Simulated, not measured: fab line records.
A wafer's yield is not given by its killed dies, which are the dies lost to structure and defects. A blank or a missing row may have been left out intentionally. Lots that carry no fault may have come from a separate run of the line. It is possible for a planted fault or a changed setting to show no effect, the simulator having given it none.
fab line records	flow gf180mcu
record lots=12	wafers=36	last_day=34
route steps=602 shown PSD@261 NSD@262 MIM@503
lots with no fault: from the same line, run without faults
start_h: hours from the record's opening day to when the first of the lot's shown wafers began	wait_h: hours elapsed since this lot's preceding step	" same as the row above	L1.1+2: a row that stands for several wafers	- either no value or no given start	* or withheld: withheld	< > ~ a bound
route shown NAME@n: a module of which the file shows steps, and the number in the route of the first	usual: mean/standard deviation taken from wafers without a fault	same: alike in all rows	chamber/n: place in a boat	sites: readings site by site	_std_site: their standard deviation	_edge_site: mean of outer sites minus mean of inner sites	radius_mm: for every site, how far away it sits from the centre of the wafer	mask NAME#n: copy n	behind: the last tool/chamber to shape the wafer	hold: why the lot was held/for how many hours/how that ended	device: transistor that didn't switch, given as n, p or np	end of line: the route-end tests of the same wafers	a step given without rows: its recipe and nothing more	killed: not the wafer's yield, but the dies lost to structure and defects at the first sort	map: a wafer's dies, marking killed ones x, the rest . and places with no die _
set.NAME: the setting as run; set.NAME@STEP: as run at that earlier step	model.NAME: the simulator's own value behind a step, which no gauge read
steps of the route over a sample of lots; a table a step, a row a wafer
services: from which hour (start_h, from the record's first day; less than 0 if before it) a tool's chamber was out of use, for how many hours, and why
## steps
# step GF_PSD_RTA_13
# recipe temp_c=1025	time_s=20	ambient=N2
# usual lamp_power_pct=35.5/1.1	wafer_temp_C_max=1028.8/1.1
# same time_s=20
lot.wafer	tool	chamber	start_h	wait_h	lamp_power_pct	wafer_temp_C_max
L310.2	rtp_anneal-02	0	312.93	0.0	36.5	1028.1
L310.5	"	0	"	"	36.5	1027.6
L310.6	"	0	"	"	36.5	1029.3
L311.2	rtp_anneal-02	0	319.14	0.0	36.5	1029.0
L311.5	"	0	"	"	36.6	1028.7
L311.6	"	0	"	"	36.5	1028.3
L312.1	rtp_anneal-02	0	331.00	0.0	36.6	1027.3
L312.2	"	0	"	"	36.5	1027.5
L312.4	"	0	"	"	36.5	1029.4
L313.1	rtp_anneal-01	0	335.46	0.0	34.2	1030.9
L313.3	"	0	"	"	34.3	1029.4
L313.6	"	0	"	"	34.2	1029.7
L314.2	rtp_anneal-02	0	344.92	0.0	36.6	1028.0
L314.3	"	0	"	"	36.5	1029.4
L314.5	"	0	"	"	36.5	1028.0
L315.1	rtp_anneal-02	0	353.60	0.0	36.5	1028.5
L315.3	"	0	"	"	36.5	1028.0
L315.4	"	0	"	"	36.6	1029.7
L316.2	rtp_anneal-01	0	369.94	0.0	34.2	1028.8
L316.4	"	0	"	"	34.3	1029.6
L316.6	"	0	"	"	34.2	1029.5
L322.1	rtp_anneal-01	0	423.25	0.0	34.2	1028.7
L322.5	"	0	"	"	34.1	1030.1
L322.6	"	0	"	"	34.2	1028.5
L324.1	rtp_anneal-01	0	447.77	0.0	34.2	1029.6
L324.2	"	0	"	"	34.2	1029.3
L324.6	"	0	"	"	34.3	1029.7
L328.2	rtp_anneal-02	0	477.08	0.0	36.6	1027.7
L328.3	"	0	"	"	36.5	1026.8
L328.4	"	0	"	"	36.5	1028.5
L329.3	rtp_anneal-02	0	485.20	0.0	36.5	1027.7
L329.5	"	0	"	"	36.5	1028.2
L329.6	"	0	"	"	36.5	1028.1
L333.2	rtp_anneal-02	0	507.24	0.0	36.5	1027.5
L333.3	"	0	"	"	36.5	1027.8
L333.6	"	0	"	"	36.6	1028.0
# step GF_PSD_RS_MEAS_14
# recipe thk_meas_gauge=four-point-probe
# usual NSD_RS=46.10/0.083
lot.wafer	tool	chamber	start_h	wait_h	NSD_RS[ohm/sq]
L310.2	film_metro-03	-	313.02	0.1	46.09
L310.5	"	-	"	"	46.20
L310.6	"	-	"	"	46.03
L311.2	film_metro-01	-	319.23	0.1	46.17
L311.5	"	-	"	"	46.09
L311.6	"	-	"	"	46.14
L312.1	film_metro-03	-	331.09	0.1	46.04
L312.2	"	-	"	"	46.09
L312.4	"	-	"	"	46.02
L313.1	film_metro-03	-	335.54	0.1	46.14
L313.3	"	-	"	"	46.11
L313.6	"	-	"	"	46.07
L314.2	film_metro-03	-	345.01	0.1	46.19
L314.3	"	-	"	"	45.90
L314.5	"	-	"	"	46.17
L315.1	film_metro-01	-	353.69	0.1	46.03
L315.3	"	-	"	"	46.12
L315.4	"	-	"	"	46.17
L316.2	film_metro-03	-	370.03	0.1	46.21
L316.4	"	-	"	"	46.21
L316.6	"	-	"	"	46.14
L322.1	film_metro-03	-	423.34	0.1	42.61
L322.5	"	-	"	"	42.60
L322.6	"	-	"	"	42.68
L324.1	film_metro-01	-	447.86	0.1	42.57
L324.2	"	-	"	"	42.66
L324.6	"	-	"	"	42.69
L328.2	film_metro-02	-	477.16	0.1	46.08
L328.3	"	-	"	"	45.91
L328.4	"	-	"	"	46.06
L329.3	film_metro-02	-	485.30	0.1	46.14
L329.5	"	-	"	"	46.06
L329.6	"	-	"	"	46.19
L333.2	film_metro-01	-	507.33	0.1	46.10
L333.3	"	-	"	"	46.03
L333.6	"	-	"	"	46.10
# step GF_PSD_RS_MEAS_15
# recipe thk_meas_gauge=four-point-probe
# usual PSD_RS=108.53/0.29
lot.wafer	tool	chamber	start_h	wait_h	PSD_RS[ohm/sq]
L310.2	film_metro-03	-	313.14	0.1	108.66
L310.5	"	-	"	"	108.05
L310.6	"	-	"	"	108.44
L311.2	film_metro-01	-	319.35	0.1	108.55
L311.5	"	-	"	"	108.54
L311.6	"	-	"	"	108.66
L312.1	film_metro-03	-	331.21	0.1	108.20
L312.2	"	-	"	"	108.49
L312.4	"	-	"	"	108.70
L313.1	film_metro-03	-	335.66	0.1	108.44
L313.3	"	-	"	"	108.63
L313.6	"	-	"	"	108.64
L314.2	film_metro-03	-	345.13	0.1	108.48
L314.3	"	-	"	"	108.52
L314.5	"	-	"	"	108.40
L315.1	film_metro-01	-	353.81	0.1	108.71
L315.3	"	-	"	"	108.38
L315.4	"	-	"	"	108.79
L316.2	film_metro-03	-	370.15	0.1	108.94
L316.4	"	-	"	"	108.29
L316.6	"	-	"	"	108.80
L322.1	film_metro-03	-	423.46	0.1	98.30
L322.5	"	-	"	"	98.98
L322.6	"	-	"	"	98.48
L324.1	film_metro-01	-	447.98	0.1	98.90
L324.2	"	-	"	"	98.73
L324.6	"	-	"	"	98.89
L328.2	film_metro-02	-	477.28	0.1	108.70
L328.3	"	-	"	"	108.49
L328.4	"	-	"	"	108.34
L329.3	film_metro-02	-	485.42	0.1	108.82
L329.5	"	-	"	"	108.80
L329.6	"	-	"	"	108.82
L333.2	film_metro-01	-	507.45	0.1	108.45
L333.3	"	-	"	"	108.19
L333.6	"	-	"	"	108.61
# step GF_MIM_SPUTTER_00
# recipe material=Ti	target_thk_nm=37.5	arriving_ion_energy_ev=80	substrate_temp_c=200	chamber_pressure_pa=2	power_w=4000	time_s=150
# usual throttle_valve_pct=30.0/0.96
# same time_s=150
lot.wafer	tool	chamber	start_h	wait_h	throttle_valve_pct
L310.2	pvd_sputter-03	-	555.95	0.2	30.8
L310.5	"	-	"	"	30.6
L310.6	"	-	"	"	30.9
L311.2	pvd_sputter-04	-	562.75	0.1	31.8
L311.5	"	-	"	"	29.7
L311.6	"	-	"	"	31.6
L312.1	pvd_sputter-04	-	574.45	0.1	30.6
L312.2	"	-	"	"	31.6
L312.4	"	-	"	"	29.9
L313.1	pvd_sputter-03	-	581.06	0.2	29.0
L313.3	"	-	"	"	28.0
L313.6	"	-	"	"	31.0
L314.2	pvd_sputter-01	-	591.85	0.1	30.4
L314.3	"	-	"	"	30.4
L314.5	"	-	"	"	30.5
L315.1	pvd_sputter-04	-	598.52	0.1	31.9
L315.3	"	-	"	"	29.4
L315.4	"	-	"	"	30.7
L316.2	pvd_sputter-04	-	611.89	0.1	30.5
L316.4	"	-	"	"	29.9
L316.6	"	-	"	"	29.9
L322.1	pvd_sputter-01	-	659.79	0.2	30.8
L322.5	"	-	"	"	29.3
L322.6	"	-	"	"	30.2
L324.1	pvd_sputter-03	-	679.06	0.1	29.2
L324.2	"	-	"	"	31.1
L324.6	"	-	"	"	30.8
L328.2	pvd_sputter-03	-	703.19	0.1	30.5
L328.3	"	-	"	"	29.2
L328.4	"	-	"	"	31.0
L329.3	pvd_sputter-01	-	709.89	0.2	29.4
L329.5	"	-	"	"	30.7
L329.6	"	-	"	"	30.0
L333.2	pvd_sputter-04	-	725.14	0.1	31.7
L333.3	"	-	"	"	30.6
L333.6	"	-	"	"	30.8
# step GF_MIM_SPUTTER_02
# recipe material=AlCu	target_thk_nm=450	power_w=10600	time_s=23.9	chamber_pressure_pa=0.4
# usual throttle_valve_pct=30.0/0.95
# same time_s=23.9
lot.wafer	tool	chamber	start_h	wait_h	throttle_valve_pct
L310.2	pvd_sputter-03	-	556.08	0.0	30.6
L310.5	"	-	"	"	30.8
L310.6	"	-	"	"	31.0
L311.2	pvd_sputter-04	-	562.88	0.0	31.5
L311.5	"	-	"	"	29.5
L311.6	"	-	"	"	31.8
L312.1	pvd_sputter-04	-	574.58	0.0	30.7
L312.2	"	-	"	"	31.5
L312.4	"	-	"	"	29.8
L313.1	pvd_sputter-03	-	581.19	0.0	29.1
L313.3	"	-	"	"	28.2
L313.6	"	-	"	"	31.2
L314.2	pvd_sputter-01	-	591.98	0.0	30.6
L314.3	"	-	"	"	30.4
L314.5	"	-	"	"	30.5
L315.1	pvd_sputter-04	-	598.65	0.0	31.5
L315.3	"	-	"	"	29.5
L315.4	"	-	"	"	30.4
L316.2	pvd_sputter-04	-	612.02	0.0	30.8
L316.4	"	-	"	"	29.7
L316.6	"	-	"	"	29.8
L322.1	pvd_sputter-01	-	659.93	0.0	30.7
L322.5	"	-	"	"	29.6
L322.6	"	-	"	"	30.2
L324.1	pvd_sputter-03	-	679.19	0.0	28.8
L324.2	"	-	"	"	30.9
L324.6	"	-	"	"	30.8
L328.2	pvd_sputter-03	-	703.32	0.0	30.3
L328.3	"	-	"	"	29.0
L328.4	"	-	"	"	31.0
L329.3	pvd_sputter-01	-	710.02	0.0	29.3
L329.5	"	-	"	"	30.7
L329.6	"	-	"	"	29.9
L333.2	pvd_sputter-04	-	725.27	0.0	31.7
L333.3	"	-	"	"	30.6
L333.6	"	-	"	"	30.8
# step GF_MIM_SPUTTER_03
# recipe material=Ti	target_thk_nm=10	substrate_temp_c=300	chamber_pressure_pa=0.3	power_w=3000	time_s=6.7
# usual throttle_valve_pct=30.0/0.94
# same time_s=6.7
lot.wafer	tool	chamber	start_h	wait_h	throttle_valve_pct
L310.2	pvd_sputter-03	-	556.11	0.0	30.4
L310.5	"	-	"	"	30.7
L310.6	"	-	"	"	30.5
L311.2	pvd_sputter-04	-	562.91	0.0	31.5
L311.5	"	-	"	"	29.5
L311.6	"	-	"	"	31.8
L312.1	pvd_sputter-04	-	574.61	0.0	30.5
L312.2	"	-	"	"	31.6
L312.4	"	-	"	"	29.7
L313.1	pvd_sputter-03	-	581.22	0.0	28.9
L313.3	"	-	"	"	28.2
L313.6	"	-	"	"	30.8
L314.2	pvd_sputter-01	-	592.01	0.0	30.4
L314.3	"	-	"	"	30.6
L314.5	"	-	"	"	30.4
L315.1	pvd_sputter-04	-	598.68	0.0	31.4
L315.3	"	-	"	"	29.5
L315.4	"	-	"	"	30.8
L316.2	pvd_sputter-04	-	612.05	0.0	30.6
L316.4	"	-	"	"	30.0
L316.6	"	-	"	"	29.9
L322.1	pvd_sputter-01	-	659.95	0.0	30.1
L322.5	"	-	"	"	29.7
L322.6	"	-	"	"	30.0
L324.1	pvd_sputter-03	-	679.22	0.0	28.9
L324.2	"	-	"	"	30.8
L324.6	"	-	"	"	30.9
L328.2	pvd_sputter-03	-	703.35	0.0	30.4
L328.3	"	-	"	"	29.1
L328.4	"	-	"	"	30.9
L329.3	pvd_sputter-01	-	710.05	0.0	29.4
L329.5	"	-	"	"	30.5
L329.6	"	-	"	"	30.2
L333.2	pvd_sputter-04	-	725.30	0.0	31.8
L333.3	"	-	"	"	30.9
L333.6	"	-	"	"	30.6
## services
tool	chamber	start_h	hours	kind
pvd_sputter-04	-	346.90	3.9	repair
pvd_sputter-04	-	367.49	1.5	repair
pvd_sputter-03	0	374.77	-	consumable_replace:kit
pvd_sputter-03	0	374.77	18.0	scheduled_down
pvd_sputter-03	0	374.77	18.0	vent_cycle
pvd_sputter-03	-	394.63	1.7	repair
pvd_sputter-01	-	409.91	2.2	repair
pvd_sputter-04	0	463.42	-	consumable_replace:kit
pvd_sputter-04	0	463.42	18.0	scheduled_down
pvd_sputter-04	0	463.42	18.0	vent_cycle
pvd_sputter-01	-	481.79	4.2	repair
pvd_sputter-01	-	532.03	4.8	repair
rtp_anneal-01	-	568.28	0.8	pm
pvd_sputter-04	3	584.86	-	consumable_replace:kit
pvd_sputter-04	3	584.86	18.0	scheduled_down
pvd_sputter-04	3	584.86	18.0	vent_cycle
pvd_sputter-03	-	591.17	5.0	repair
rtp_anneal-02	-	598.79	6.7	pm
rtp_anneal-02	-	685.76	0.4	pm
pvd_sputter-01	-	703.84	0.8	repair
pvd_sputter-04	2	705.07	-	consumable_replace:kit
pvd_sputter-04	2	705.07	18.0	scheduled_down
pvd_sputter-04	2	705.07	18.0	vent_cycle
pvd_sputter-03	-	720.87	1.7	repair
## key
first_sign step=GF_PSD_RS_MEAS_14	reading=NSD_RS	direction=down	sigmas=42	usual=46.10	struck=42.63
effect step=GF_PSD_RS_MEAS_15	reading=PSD_RS	direction=down	sigmas=34	usual=108.53	struck=98.71
met_at GF_PSD_RTA_13
struck_lots L322,L324
tester_left_out L322,L324
not_acting_at GF_MIM_SPUTTER_00,GF_MIM_SPUTTER_02,GF_MIM_SPUTTER_03
onset_between 369.94 423.25
fault kind=process_parameter_drift	tool=rtp_anneal-01	chamber=-	onset_h=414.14	steps=GF_PSD_RTA_13	channel=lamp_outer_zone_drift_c	offset=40	shape=step	end_h=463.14
# tester_left_out: of these lots the tester's yield and bins aren't shown, on N5 and GAA mostly nor the transistor test; their killed dies are dies lost to structure and defects alone, not to doping, threshold or leakage, so they don't give the yield
